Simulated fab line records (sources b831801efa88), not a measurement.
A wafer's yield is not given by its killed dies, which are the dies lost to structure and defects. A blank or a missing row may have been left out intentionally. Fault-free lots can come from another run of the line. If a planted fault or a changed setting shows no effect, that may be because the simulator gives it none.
fab line records	flow sky130
record lots=12	wafers=36	lastDay=48
route steps=708 shown CONTACT@433 METAL5@665 PASSIVATION@684 PAD_OPEN@708
lots with no fault: from the same line, run without faults
startH: hours from the record's first day to the start of the lot's first wafer shown	waitH: hours since the lot's step before	" unchanged from the row above	L1.1+2: one row covering several wafers at once	- either no value or no given start	* or withheld: withheld	< > ~ a bound
route shown NAME@n: NAME is a module with steps in the file, n the number in the route of the first one	usual: the fault-free wafers' mean and standard deviation	same: alike in all rows	chamber/n: place in a boat	sites: the reading at each site	_std_site: how widely they spread, as a standard deviation	_edge_site: mean of outer sites minus mean of inner sites	radiusMm: for every site, how far away it sits from the centre of the wafer	mask NAME#n: copy n	behind: tool/chamber where the wafer was last shaped	hold: reason for holding the lot/hours on hold/outcome of the hold	device: whichever transistor did not switch (one of n, p or np)	end of line: tests of these same wafers at the route's end	a step with no rows: only its recipe	killed: dies that structure and defects cost at the first sort, which is not the same as the wafer's yield	map: per-die view of a wafer (x killed, . not killed, _ where there is no die)
set.NAME: setting as actually run; set.NAME@STEP: the setting as run at that earlier step	model.NAME: the simulator's own value behind a step, which no gauge read
a sample of lots followed through the steps of the route, with each step as a table and each wafer as a row
services: when a tool's chamber went out of use (startH, in hours from the record's first day, below 0 if earlier), for how many hours, and the reason
## steps
# step SKY_CONTACT_CMP_27
# recipe stopOn=SiO2	tOverpolishS=15	downForcePsi=3.5	platenRpm=60	targetThkNm=0	padVelocityMS=0.94248
# usual edgeZonePressureFrac=1.000/0.0054	motorCurrentA=10.9/1.1	overpolishRunS=14.999/0.0088	timeToEndpointS=82/4.6
lot.wafer	tool	chamber	startH	waitH	edgeZonePressureFrac	motorCurrentA	overpolishRunS	timeToEndpointS
L236.4	cmp-02	3	751.00	0.1	0.994	12.3	14.997	84
L236.1	"	1	"	"	1.011	10.9	15.014	79
L236.6	"	2	"	"	1.002	12.9	14.984	80
L237.2	cmp-02	2	754.01	0.1	0.999	13.4	15.005	80
L237.3	"	3	"	"	1.003	12.4	15.008	87
L237.6	"	2	"	"	1.002	12.3	15.018	81
L238.3	cmp-02	3	766.28	0.1	1.002	12.2	15.015	85
L238.5	"	1	"	"	1.000	11.0	14.998	75
L238.6	"	2	"	"	1.006	12.8	14.992	81
L241.4	cmp-01	3	788.66	0.0	0.991	10.5	14.998	75
L241.1	"	0	"	"	0.999	9.0	15.009	83
L241.6	"	3	"	"	0.998	10.3	15.006	77
L244.2	cmp-01	1	803.29	0.1	1.001	11.1	14.999	86
L244.5	"	3	"	"	1.005	10.5	14.991	79
L244.6	"	0	"	"	1.000	9.1	14.999	84
L246.4	cmp-02	2	817.74	0.0	0.992	13.1	14.990	83
L246.5	"	2	"	"	1.001	12.8	14.998	79
L246.6	"	3	"	"	1.005	12.8	14.996	85
L245.2	cmp-02	3	820.17	0.2	1.001	12.9	15.018	86
L245.5	"	0	"	"	0.999	10.6	14.998	87
L245.6	"	1	"	"	0.999	11.1	14.996	73
L247.1	cmp-02	2	828.57	0.1	0.999	12.0	14.990	77
L247.5	"	1	"	"	0.993	10.7	14.983	77
L247.6	"	2	"	"	1.001	12.7	14.999	74
L248.2	cmp-01	3	831.71	0.2	1.006	11.0	15.011	79
L248.6	"	0	"	"	1.003	10.2	14.978	80
L248.5	"	1	"	"	1.007	10.5	15.000	89
L249.2	cmp-02	2	831.73	0.1	0.993	12.7	15.004	76
L249.3	"	0	"	"	0.998	10.7	14.993	87
L249.4	"	1	"	"	1.004	10.8	14.998	75
L250.3	cmp-02	0	841.05	0.2	1.005	10.8	14.988	89
L250.1	"	2	"	"	1.002	12.0	15.015	79
L250.2	"	3	"	"	0.998	12.7	14.980	83
L251.3	cmp-01	1	846.54	0.1	1.007	10.7	14.995	89
L251.4	"	2	"	"	0.995	10.0	15.011	81
L251.5	"	0	"	"	0.999	10.0	14.999	80
# step SKY_METAL5_SPUTTER_04
# recipe material=TiN	targetThkNm=70	powerW=6500	timeS=58.3	chamberPressurePa=0.4
# usual cathodeDcPowerW=6500.0/1.1	throttleValvePct=29.6/0.84
lot.wafer	tool	chamber	startH	waitH	cathodeDcPowerW	throttleValvePct
L236.1	pvdSputter-04	-	1018.17	0.0	6498.9	30.7
L236.4	"	-	"	"	6500.7	29.5
L236.6	"	-	"	"	6498.8	29.3
L237.2	pvdSputter-03	-	1018.89	0.0	6498.8	30.6
L237.3	"	-	"	"	6500.3	28.2
L237.6	"	-	"	"	6499.7	28.1
L238.3	pvdSputter-01	-	1030.10	0.0	6499.6	29.7
L238.5	"	-	"	"	6501.4	29.8
L238.6	"	-	"	"	6500.6	29.3
L241.1	pvdSputter-03	-	1048.95	0.0	6500.3	27.8
L241.4	"	-	"	"	6500.2	30.2
L241.6	"	-	"	"	6499.3	30.4
L244.2	pvdSputter-03	-	1060.94	0.0	6499.6	28.1
L244.5	"	-	"	"	6501.4	29.2
L244.6	"	-	"	"	6501.6	30.4
L246.4	pvdSputter-01	-	1070.99	0.0	6500.9	29.3
L246.5	"	-	"	"	6498.4	30.4
L246.6	"	-	"	"	6500.4	29.6
L245.2	pvdSputter-03	-	1073.04	0.0	6500.7	30.4
L245.5	"	-	"	"	6500.6	30.3
L245.6	"	-	"	"	6499.7	28.0
L247.1	pvdSputter-01	-	1081.60	0.0	6500.6	29.5
L247.5	"	-	"	"	6499.3	29.9
L247.6	"	-	"	"	6499.6	30.4
L248.2	pvdSputter-03	-	1081.94	0.0	6501.2	30.2
L248.5	"	-	"	"	6500.6	28.9
L248.6	"	-	"	"	6501.9	28.1
L249.2	pvdSputter-03	-	1083.28	0.0	6500.3	30.6
L249.3	"	-	"	"	6499.1	28.1
L249.4	"	-	"	"	6499.8	29.2
L250.1	pvdSputter-03	-	1090.42	0.0	6499.6	30.1
L250.2	"	-	"	"	6498.8	29.2
L250.3	"	-	"	"	6500.4	28.1
L251.3	pvdSputter-01	-	1096.04	0.0	6500.8	29.5
L251.4	"	-	"	"	6499.8	29.5
L251.5	"	-	"	"	6499.5	29.4
# step SKY_PASSIVATION_THK_MEAS_03
# recipe reads=Si3N4_of_PASSIVATION_CVD_02
# usual PASSIVATION_CVD_02_THK=539/8.5
lot.wafer	tool	chamber	startH	waitH	PASSIVATION_CVD_02_THK[nm]
L236.1	filmMetro-02	-	1041.46	-	544
L236.4	"	-	"	"	542
L236.6	"	-	"	"	537
L237.2	filmMetro-04	-	1042.12	-	537
L237.3	"	-	"	"	527
L237.6	"	-	"	"	540
L238.3	filmMetro-04	-	1053.33	-	538
L238.5	"	-	"	"	552
L238.6	"	-	"	"	537
L241.1	filmMetro-04	-	1071.41	-	542
L241.4	"	-	"	"	554
L241.6	"	-	"	"	557
L244.2	filmMetro-02	-	1082.92	-	530
L244.5	"	-	"	"	535
L244.6	"	-	"	"	544
L246.4	filmMetro-04	-	1093.30	-	531
L246.5	"	-	"	"	542
L246.6	"	-	"	"	547
L245.2	filmMetro-02	-	1095.20	-	525
L245.5	"	-	"	"	546
L245.6	"	-	"	"	531
L247.1	filmMetro-03	-	1104.19	-	540
L247.5	"	-	"	"	551
L247.6	"	-	"	"	538
L248.2	filmMetro-03	-	1104.54	-	536
L248.5	"	-	"	"	543
L248.6	"	-	"	"	548
L249.2	filmMetro-02	-	1105.46	-	526
L249.3	"	-	"	"	533
L249.4	"	-	"	"	543
L250.1	filmMetro-03	-	1111.29	-	537
L250.2	"	-	"	"	539
L250.3	"	-	"	"	523
L251.3	filmMetro-03	-	1116.61	-	543
L251.4	"	-	"	"	538
L251.5	"	-	"	"	555
# step SKY_PASSIVATION_STRIP_12
# recipe chemistry=O2/N2	powerW=1400	pressureMtorr=1500	platenTempC=withheld	overashFraction=0.7	o2FlowSccm=3000	n2FlowSccm=300
# usual drypumpMotorCurrentA=5.60/0.28	oesProductAu=0.661/0.0043	stripTimeToEndpointS=31.59/0.14
lot.wafer	tool	chamber	startH	waitH	drypumpMotorCurrentA	oesProductAu	rfHoursCounterH	stripTimeToEndpointS
L236.1	plasmaAsher-04	1	1062.82	0.1	5.92	0.665	31	31.60
L236.4	"	1	"	"	5.92	0.656	-	31.63
L236.6	"	1	"	"	5.92	0.664	-	31.51
L237.2	plasmaAsher-01	1	1063.77	0.1	5.72	0.669	88	31.83
L237.3	"	0	"	"	5.56	0.661	-	31.71
L237.6	"	0	"	"	5.57	0.660	-	31.77
L238.3	plasmaAsher-04	1	1075.55	0.1	5.90	0.657	-	31.76
L238.5	"	0	"	"	5.43	0.665	-	31.75
L238.6	"	1	"	"	5.90	0.660	-	31.72
L241.1	plasmaAsher-04	0	1092.62	0.1	5.40	0.657	34	31.47
L241.4	"	1	"	"	5.91	0.660	-	31.44
L241.6	"	0	"	"	5.41	0.665	-	31.43
L244.2	plasmaAsher-01	0	1104.25	0.1	5.55	0.658	90	31.76
L244.5	"	0	"	"	5.56	0.664	-	31.64
L244.6	"	1	"	"	5.70	0.659	-	31.76
L246.4	plasmaAsher-01	1	1114.20	0.1	5.73	0.656	-	31.56
L246.5	"	1	"	"	5.75	0.662	-	31.55
L246.6	"	0	"	"	5.59	0.663	-	31.69
L245.2	plasmaAsher-03	0	1115.23	0.1	5.14	0.663	6	31.73
L245.5	"	0	"	"	5.15	0.658	-	31.68
L245.6	"	1	"	"	5.87	0.663	-	31.64
L247.1	plasmaAsher-03	0	1124.25	0.1	5.15	0.660	6	31.41
L247.5	"	1	"	"	5.86	0.658	-	31.55
L247.6	"	0	"	"	5.14	0.661	-	31.34
L248.2	plasmaAsher-01	1	1124.27	0.1	5.75	0.661	92	31.65
L248.5	"	0	"	"	5.58	0.661	-	31.60
L248.6	"	1	"	"	5.72	0.658	-	31.75
L249.2	plasmaAsher-03	0	1125.03	0.1	5.14	0.657	6	31.52
L249.3	"	1	"	"	5.87	0.655	-	31.14
L249.4	"	0	"	"	5.14	0.657	-	31.48
L250.1	plasmaAsher-04	1	1130.38	0.1	5.94	0.664	38	31.61
L250.2	"	0	"	"	5.41	0.662	38	31.59
L250.3	"	0	"	"	5.41	0.655	-	31.41
L251.3	plasmaAsher-04	1	1136.36	0.1	5.90	0.665	-	31.68
L251.4	"	0	"	"	5.40	0.662	-	31.69
L251.5	"	0	"	"	5.39	0.660	-	31.63
# step SKY_PAD_OPEN_PROBE_99
# usual killed_at_M0_to_M3=43/6.1	killed_at_M4_up=3.5/2	killedAtContacts=25/5.1	killedAtFrontEnd=14/4.2	killedAtOther=0.3/0.55	killedDies=86/8.3	killedOnRim=17/3.7	killedOpen=46/7.2	killedShort=39/6
# same grossDies=492	killedAtBackSide=0
lot.wafer	tool	chamber	startH	waitH	killed_at_M0_to_M3	killed_at_M4_up	killedAtContacts	killedAtFrontEnd	killedAtOther	killedDies	killedOnRim	killedOpen	killedShort
L238.3	prober-02	-	1099.02	0.2	50	2	28	7	0	87	19	34	53
L238.5	prober-02	-	1099.12	0.2	52	2	21	13	0	88	20	53	35
L238.6	prober-02	-	1099.17	0.2	44	4	26	20	2	96	18	59	37
L246.4	prober-01	-	1136.03	0.2	54	2	20	6	0	82	16	39	42
L246.5	prober-01	-	1136.08	0.2	45	6	28	13	0	92	21	53	39
L246.6	prober-01	-	1136.13	0.2	34	1	24	12	0	71	18	45	25
L245.2	prober-02	-	1138.67	0.1	31	5	21	22	0	79	16	42	37
L245.5	prober-02	-	1138.82	0.2	52	4	21	23	0	100	21	49	50
L245.6	prober-02	-	1138.87	0.2	45	3	25	21	0	94	20	52	38
L248.2	prober-02	-	1146.03	0.1	40	8	26	10	0	84	20	45	39
L248.5	prober-02	-	1146.18	0.2	38	2	32	14	1	87	24	45	41
L248.6	prober-02	-	1146.23	0.2	40	2	29	7	0	78	15	41	36
L249.2	prober-01	-	1147.40	0.1	36	1	217	11	1	266	54	41	35
L249.3	prober-01	-	1147.45	0.2	45	3	25	17	0	90	16	43	47
L249.4	prober-01	-	1147.50	0.2	35	5	29	19	0	88	15	50	38
L250.1	prober-02	-	1151.23	0.1	29	1	201	14	0	245	49	28	27
L250.2	prober-02	-	1151.28	0.1	36	1	29	12	0	78	20	50	28
L250.3	prober-02	-	1151.33	0.2	45	3	21	15	0	84	20	45	39
L251.3	prober-01	-	1157.08	0.2	44	6	33	13	0	96	18	52	44
L251.4	prober-01	-	1157.13	0.2	49	4	26	12	0	91	20	49	42
L251.5	prober-01	-	1157.18	0.2	51	6	25	12	0	94	15	53	41
# killed by level:class
L238.3 METAL2:geometricParticle:short=9 CONTACT:geometricParticle:open=8 METAL1:geometricParticle:short=7 VIA3:geometricParticle:short=7 VIA1:geometricParticle:open=6 CONTACT:geometricParticle:short=6 LI_CONTACT:geometricParticle:short=5 LI_CONTACT:geometricParticle:open=5
L238.5 VIA1:geometricParticle:open=16 VIA3:geometricParticle:open=8 CONTACT:geometricParticle:open=7 LI_CONTACT:geometricParticle:open=6 METAL1:geometricParticle:short=6 VIA2:geometricParticle:open=6 VIA1:geometricParticle:short=5 POLY_GATE:geometricParticle:short=4
L238.6 VIA1:geometricParticle:open=10 VIA3:geometricParticle:open=9 LI_CONTACT:geometricParticle:open=8 CONTACT:geometricParticle:open=7 POLY_GATE:geometricParticle:open=6 VIA3:geometricParticle:short=6 FIELD_ISO:geometricParticle:open=5 VIA2:geometricParticle:open=5
L246.4 VIA1:geometricParticle:open=13 VIA1:geometricParticle:short=8 VIA3:geometricParticle:open=6 CONTACT:geometricParticle:open=6 VIA3:geometricParticle:short=6 LI_CONTACT:geometricParticle:open=5 METAL2:geometricParticle:short=5 CONTACT:geometricParticle:short=5
L246.5 LI_CONTACT:geometricParticle:open=11 VIA2:geometricParticle:open=10 CONTACT:geometricParticle:open=9 VIA3:geometricParticle:open=7 VIA1:geometricParticle:open=7 METAL2:geometricParticle:short=7 METAL1:geometricParticle:short=5 METAL4:geometricParticle:short=5
L246.6 LI_CONTACT:geometricParticle:open=15 VIA2:geometricParticle:open=7 VIA3:geometricParticle:open=7 METAL1:geometricParticle:short=6 VIA1:geometricParticle:open=6 FIELD_ISO:geometricParticle:short=5 FIELD_ISO:geometricParticle:open=4 CONTACT:geometricParticle:open=4
L245.2 VIA1:geometricParticle:open=7 CONTACT:geometricParticle:open=7 FIELD_ISO:geometricParticle:open=6 VIA1:geometricParticle:short=6 LOCAL_INTERCONNECT:geometricParticle:short=5 VIA3:geometricParticle:open=5 METAL4:geometricParticle:short=5 FIELD_ISO:geometricParticle:short=4
L245.5 METAL2:geometricParticle:short=9 FIELD_ISO:geometricParticle:short=8 VIA1:geometricParticle:open=8 VIA3:geometricParticle:open=8 CONTACT:geometricParticle:open=8 FIELD_ISO:geometricParticle:open=7 METAL1:geometricParticle:short=7 VIA2:geometricParticle:open=6
L245.6 VIA2:geometricParticle:open=9 LI_CONTACT:geometricParticle:open=8 VIA1:geometricParticle:open=8 CONTACT:geometricParticle:open=8 FIELD_ISO:geometricParticle:open=6 VIA3:geometricParticle:open=6 METAL2:geometricParticle:short=5 FIELD_ISO:geometricParticle:short=4
L248.2 VIA1:geometricParticle:open=12 CONTACT:geometricParticle:open=9 VIA3:geometricParticle:open=7 LI_CONTACT:geometricParticle:open=6 CONTACT:geometricParticle:short=6 METAL1:geometricParticle:short=5 VIA2:geometricParticle:short=5 METAL4:geometricParticle:short=5
L248.5 CONTACT:geometricParticle:open=15 METAL2:geometricParticle:short=12 VIA3:geometricParticle:open=7 LI_CONTACT:geometricParticle:open=6 CONTACT:geometricParticle:short=5 VIA1:geometricParticle:open=5 FIELD_ISO:geometricParticle:open=4 VIA1:geometricParticle:short=4
L248.6 VIA3:geometricParticle:open=12 CONTACT:geometricParticle:open=8 CONTACT:geometricParticle:short=7 METAL2:geometricParticle:short=7 LI_CONTACT:geometricParticle:open=6 LOCAL_INTERCONNECT:geometricParticle:short=4 VIA2:geometricParticle:open=4 LI_CONTACT:geometricParticle:short=3
L249.2 CONTACT:unspecified=190 VIA1:geometricParticle:open=11 VIA1:geometricParticle:short=9 CONTACT:geometricParticle:open=9 LI_CONTACT:geometricParticle:open=6 CONTACT:geometricParticle:short=5 VIA3:geometricParticle:open=4 LOCAL_INTERCONNECT:geometricParticle:short=4
L249.3 CONTACT:geometricParticle:open=11 METAL1:geometricParticle:short=9 VIA3:geometricParticle:open=8 CONTACT:geometricParticle:short=6 VIA1:geometricParticle:open=6 METAL2:geometricParticle:short=5 FIELD_ISO:geometricParticle:open=4 FIELD_ISO:geometricParticle:short=4
L249.4 VIA1:geometricParticle:open=12 CONTACT:geometricParticle:open=11 FIELD_ISO:geometricParticle:short=8 LI_CONTACT:geometricParticle:open=8 VIA3:geometricParticle:open=6 POLY_GATE:geometricParticle:short=5 LOCAL_INTERCONNECT:geometricParticle:short=5 VIA2:geometricParticle:short=4
L250.1 CONTACT:unspecified=190 VIA1:geometricParticle:open=11 FIELD_ISO:geometricParticle:short=4 LI_CONTACT:geometricParticle:open=4 POLY_GATE:geometricParticle:open=3 METAL1:geometricParticle:short=3 METAL2:geometricParticle:short=3 VIA2:geometricParticle:open=3
L250.2 LI_CONTACT:geometricParticle:open=13 CONTACT:geometricParticle:open=11 VIA2:geometricParticle:open=7 VIA1:geometricParticle:open=6 VIA3:geometricParticle:open=6 FIELD_ISO:geometricParticle:open=4 FIELD_ISO:geometricParticle:short=4 METAL1:geometricParticle:short=4
L250.3 VIA1:geometricParticle:open=9 LI_CONTACT:geometricParticle:open=7 CONTACT:geometricParticle:open=7 VIA2:geometricParticle:open=7 METAL1:geometricParticle:short=6 VIA2:geometricParticle:short=6 POLY_GATE:geometricParticle:short=5 VIA3:geometricParticle:open=5
L251.3 CONTACT:geometricParticle:open=13 VIA1:geometricParticle:open=12 LI_CONTACT:geometricParticle:open=8 CONTACT:geometricParticle:short=6 METAL2:geometricParticle:short=6 VIA1:geometricParticle:short=5 METAL4:geometricParticle:short=5 VIA2:geometricParticle:open=5
L251.4 VIA1:geometricParticle:open=13 CONTACT:geometricParticle:open=10 VIA3:geometricParticle:open=8 CONTACT:geometricParticle:short=7 VIA2:geometricParticle:short=5 VIA1:geometricParticle:short=5 METAL3:geometricParticle:short=5 METAL1:geometricParticle:short=4
L251.5 VIA1:geometricParticle:open=16 LI_CONTACT:geometricParticle:open=8 VIA3:geometricParticle:open=8 CONTACT:geometricParticle:open=7 METAL1:geometricParticle:short=6 LI_CONTACT:geometricParticle:short=4 LOCAL_INTERCONNECT:geometricParticle:short=4 VIA1:geometricParticle:short=4
## services
tool	chamber	startH	hours	kind
plasmaAsher-04	-	733.75	9.0	pm
cmp-02	-	741.82	1.8	repair
cmp-01	-	744.25	4.0	pm
cmp-01	-	748.25	4.5	pm
cmp-02	-	758.89	4.4	pm
cmp-01	-	763.07	1.6	repair
plasmaAsher-04	-	795.17	9.1	repair
cmp-02	-	797.44	2.2	repair
cmp-02	-	800.26	9.4	pm
pvdSputter-01	-	802.79	0.7	repair
cmp-01	-	837.65	4.2	repair
cmp-02	-	860.20	5.3	repair
pvdSputter-03	-	865.21	0.6	repair
pvdSputter-01	-	887.20	4.6	repair
cmp-02	-	912.21	4.0	pm
cmp-02	-	917.57	1.1	repair
cmp-01	-	929.97	1.1	repair
pvdSputter-03	-	939.12	3.3	repair
pvdSputter-01	-	978.97	3.1	repair
cmp-01	-	981.85	2.8	repair
pvdSputter-03	-	1003.83	3.1	repair
cmp-02	-	1044.18	4.0	repair
cmp-02	-	1052.21	15.0	pm
cmp-02	-	1127.65	5.5	pm
## key
firstSign step=SKY_PAD_OPEN_PROBE_99	reading=killedAtContacts	direction=up	sigmas=36	usual=25	struck=209
effect step=SKY_PAD_OPEN_PROBE_99	reading=killedDies	direction=up	sigmas=20	usual=86	struck=256
metAt SKY_CONTACT_CMP_27
struckLots L249,L250
struckWafers L249.2,L250.1
testerLeftOut L249,L250
notActingAt SKY_METAL5_SPUTTER_04,SKY_PASSIVATION_THK_MEAS_03,SKY_PASSIVATION_STRIP_12
onsetBetween 828.57 831.73
fault kind=chamberParticleSource	tool=cmp-02	chamber=2	onsetH=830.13	steps=SKY_CONTACT_CMP_27	ratePerVisitCm2=0.99679	endH=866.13
# testerLeftOut: of these lots the tester's yield and bins aren't shown, on N5 and GAA mostly nor the transistor test; their killed dies are dies lost to structure and defects alone, not to doping, threshold or leakage, so they don't give the yield
